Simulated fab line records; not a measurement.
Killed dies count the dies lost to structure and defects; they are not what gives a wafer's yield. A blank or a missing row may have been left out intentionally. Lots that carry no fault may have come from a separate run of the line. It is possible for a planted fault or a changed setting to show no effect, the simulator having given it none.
Chamber matching ; flow gf180mcu ; GF_CONTACT_CMP_04 on cmp-02 has 4 sister chambers
The step polishes SiO2. 7 wafers are shown with their chamber, then 8 later ones without.

## WAFERS, EACH WITH ITS CHAMBER
wafer;chamber;motor_current_A (A);time_to_endpoint_s (s)
L437.5;2;12.4;121
L438.3;3;12.6;97
L440.5;1;10.8;119
L443.4;0;13.3;113
L443.5;3;12.8;108
L443.6;0;12.8;111
L450.2;1;10.9;111

## WAFERS WHOSE CHAMBER IS MISSING
wafer;motor_current_A (A);time_to_endpoint_s (s)
L450.4;12.6;116
L450.6;10.3;110
L455.3;10.7;108
L455.5;13.2;106
L455.6;13.4;123
L456.3;12.2;115
L456.5;13.1;109
L456.6;11.3;117

## WHICH CHAMBER EACH ONE RAN IN
wafer;from the rows above;in truth
L450.4;can't be placed: 2 or 0 or 3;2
L450.6;1;1
L455.3;1;1
L455.5;can't be placed: 0 or 3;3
L455.6;can't be placed: 0 or 2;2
L456.3;can't be placed: 2 or 3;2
L456.5;can't be placed: 0 or 3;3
L456.6;1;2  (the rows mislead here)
Correct placement for 2 of the 8. Unplaceable from these rows: 5, with the true chamber sitting among the candidates in 5. Placed wrongly: 1.
How it was worked out, from the rows above alone: a wafer's distance from a chamber is the root of the sum, over the readings, of the square of ((its reading less the chamber's mean) divided by the reading's scatter). The wafer belongs to the nearest chamber; if the next one is less than 2 further off, it can't be placed. For every chamber, the mean is computed from those of its wafers that are shown. The scatter is the square root of a quotient: the sum, over the shown wafers, of each reading's squared deviation from its chamber's mean, divided by wafers minus chambers.
